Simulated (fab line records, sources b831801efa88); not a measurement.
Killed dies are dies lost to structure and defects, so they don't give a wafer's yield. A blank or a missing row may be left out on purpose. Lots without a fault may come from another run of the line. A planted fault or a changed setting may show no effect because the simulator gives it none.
One fault seen from 2 desks | flow gf180mcu | each desk has only its own numbers; what lay behind them comes last

THE TOOL OWNER'S DESK: implanter-01
The tool's own readings at GF_LVPWELL_IMPLANT_08: means of the sampled wafers that have a number, for each lot that ran on this tool. A lot is out of limits, marked OUT, if its mean lies more than 4 standard deviations from the usual mean; the brackets give that distance.
Columns: A = beam_on_s at GF_LVPWELL_IMPLANT_08, usual 9.96 s
lot  | first seen here | A
L213 | day 5 03:11     | 10.06
L216 | day 5 14:40     | 10.00
L228 | day 8 06:27     | 10.05
L229 | day 8 12:16     | 9.83
This desk's finding: nothing out of limits on any of the 4 lots.

THE METROLOGY DESK
What the gauges read, lot by lot, whatever tool the lot ran on: means of the sampled wafers that have a number. A lot is out of limits, marked OUT, if its mean lies more than 4 standard deviations from the usual mean; the brackets give that distance.
Columns: A = NWELL_TW at GF_NWELL_TW_MEAS_11, usual 1564; B = LVPWELL_OVL at GF_LVPWELL_OVL_MEAS_07, usual -0.8 nm; C = LVPWELL_TW at GF_LVPWELL_TW_MEAS_11, usual 557; D = MVSD_OVL at GF_MVSD_OVL_MEAS_07, usual 1.5 nm; E = MVSD_TW at GF_MVSD_TW_MEAS_11, usual 1572; F = MVPSD_OVL at GF_MVPSD_OVL_MEAS_07, usual -0.7 nm; G = MVPSD_TW at GF_MVPSD_TW_MEAS_11, usual 550
lot  | first seen here | A    | B    | C   | D    | E    | F    | G
L213 | day 4 13:13     | 1589 | -2.6 | 550 | -0.1 | 1547 | -0.1 | 541
L215 | day 5 00:06     | 1539 | -0.7 | 564 | 0.1  | 1595 | -0.6 | 542
L216 | day 5 00:22     | 1570 | -3.0 | 550 | -0.2 | 1548 | -3.0 | 543
L221 | day 6 00:28     | 1589 | 0.8  | 549 | 2.0  | 1555 | 0.9  | 545
L228 | day 7 15:34     | 1559 | 1.0  | 548 | 3.9  | 1570 | 0.5  | 540
L229 | day 7 21:34     | 1584 | -0.0 | 564 | 1.6  | 1573 | -1.8 | 559
This desk's finding: nothing out of limits on any of the 6 lots.

PUT TOGETHER
The tool owner's desk saw nothing out of limits.
The metrology desk saw nothing out of limits.

WHAT THE SIMULATOR HAD PUT IN
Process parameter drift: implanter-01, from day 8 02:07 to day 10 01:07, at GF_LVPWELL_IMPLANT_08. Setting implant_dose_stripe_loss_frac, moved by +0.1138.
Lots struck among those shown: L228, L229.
